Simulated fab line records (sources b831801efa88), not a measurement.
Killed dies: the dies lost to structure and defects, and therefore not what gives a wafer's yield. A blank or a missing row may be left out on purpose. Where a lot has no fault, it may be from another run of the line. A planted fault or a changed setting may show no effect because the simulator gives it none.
Which tool did it?    flow sky130    at 1 step of a route of 708, 7 lots with 21 wafers sampled

## WHAT EACH GAUGE READ, for each wafer
SKY_VIA4_OVL_MEAS_11.
lot   measured      on          VIA4_OVL (nm)
L414  day 44 00:40  overlay-02  -1.4 1.7 -1.4
L416  day 44 14:32  overlay-02  2.4 0.6 1.2
L418  day 45 10:26  overlay-01  1.4 -0.2 1.2
L421  day 45 16:32  overlay-02  -2.3 -1.6 -1.0
L423  day 46 11:04  overlay-02  -1.0 -0.3 -0.3
L430  day 48 11:02  overlay-01  -0.8 -1.9 -2.2
L433  day 48 16:43  overlay-01  0.3 1.3 2.1

## WHAT TOOL EACH LOT RAN ON (gives the tool, then ch and the chambers of the sampled wafers, and finally the start)
The record shows no process step preceding these readings.

## THE ANSWER, worked out from the rows above alone
Rule: the usual values come from the lots themselves. Put in order of their means at a reading, lots are off if they are a third of the lots or fewer, leave a main group of 4 or more, and stand apart from it by a gap of 3 or more times the standard deviation of the main group's means; of several such gaps the widest counts. A main group is skipped when, at the precision printed for the reading in the tables above, its means are all equal. Also off: a lot with no number at a reading for which 4 or more lots have one. Where the step has rows for the other lots, those lots are counted as sound.
None of the lots is off at any reading shown; this tells nothing.

## WHAT WAS PUT IN BY THE SIMULATOR
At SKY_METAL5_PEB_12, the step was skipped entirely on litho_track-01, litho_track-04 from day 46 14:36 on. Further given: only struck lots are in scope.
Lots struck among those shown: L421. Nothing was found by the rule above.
